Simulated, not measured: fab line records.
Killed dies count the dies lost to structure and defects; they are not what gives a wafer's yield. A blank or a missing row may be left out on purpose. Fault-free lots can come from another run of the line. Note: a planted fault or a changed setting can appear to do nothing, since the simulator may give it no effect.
Problem report, 8D (eight disciplines) form, completed by code ; flow sky130 ; the parts of the form that need people (team, actions taken, sign-off) are left out

== 1. THE ISSUE ==
Mean LDD_HVP_TW at SKY_LDD_HVP_TW_MEAS_10: 404 over 6 wafers in 2 lots; fault-free wafers: 456, standard deviation 8.3. That puts it -6.3 standard deviations away from the usual mean.
First seen on wafer L717.3, day 25 09:07, on filmMetro-01. The record has a number at this step for 36 wafers belonging to 12 lots. Rule for "out" (also "out of limits"): further than 4 standard deviations from the usual mean. The rest of the wafers with a number are treated as sound.

== 2. WHAT THIS IS AND IS NOT ==
question;is;is not
which readings at this step;LDD_HVP_TW;-
which lots;L717, L718;L708, L709, L710, L712, L713, L715, L719, L728, L729, L730
which wafers of those lots;all that have a number;-
read on which gauges;filmMetro-01;filmMetro-03, filmMetro-04
when;from day 25 09:07;"up to then (18 sound wafers); but 12 sound wafers of L719, L728, L729, L730 came after"

== 3. THE SUSPECTS, EACH WITH WHAT RULES IT OUT ==
Counting: a tool at a process step up to the reading stays a suspect if it ran every lot that is out and no sound lot after the first of them.
- the gauge at SKY_LDD_HVP_TW_MEAS_10 has been ruled out. All the wafers that are out were read on filmMetro-01, but those of them that SKY_LDD_HVP_IMPLANT_08 has rows for are out there too, on other tools.
- implanter-03 at SKY_LDD_HVP_IMPLANT_08: ruled out as a lasting fault. After its first lot that is out, L717 (day 25 08:48), sound lots L729 ran on it.
Left after counting: nothing in the record.

== 4. THE CAUSE (what the simulator had put in) ==
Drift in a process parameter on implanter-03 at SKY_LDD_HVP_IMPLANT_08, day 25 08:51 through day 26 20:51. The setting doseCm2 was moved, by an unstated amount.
Counting ruled it out, wrongly: the rule takes a fault to strike every lot that its tool runs from its start on, and this one did not.

== 5. SEQUENCE OF EFFECTS, ordered by route ==
Rows list readings where the struck wafers' mean (over those with a number) sits beyond 3 standard deviations from the usual. Only readings for which the record gives a usual standard deviation are gone through. hours: the time from each lot's start at the first step in this table that gives one to its start at this step, as a median over the lots. sigmas: the change in usual standard deviations.
hours;step;reading;usual;on struck wafers;change;sigmas
0;SKY_LDD_HVP_IMPLANT_08;doseIonsCm2;1.6998e+13;1.2130e+13;-4.8682e+12;-99 or more
0;SKY_LDD_HVP_IMPLANT_08;faradayCurrentUA;96.1;69.1;-27.0;-14
0;SKY_LDD_HVP_TW_MEAS_10;LDD_HVP_TW;456;404;-52;-6.3
Here are the process steps it includes:
- SKY_LDD_HVP_IMPLANT_08
Later measuring or inspecting steps at which every struck wafer that the step has a row for has a number for every such reading, and none has moved that far: SKY_VIA1_THK_MEAS_01.

== 6. HOW IT WOULD HAVE BEEN CAUGHT EARLIER ==
The first out-of-limits reading at a measuring or inspecting step in this record came at day 25 09:07, 0 hours after the fault's start at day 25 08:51.
The tool's own readings at SKY_LDD_HVP_IMPLANT_08 were out on every struck wafer that the step has a row for (doseIonsCm2, faradayCurrentUA): an alarm limit on them would have fired on the first of those.
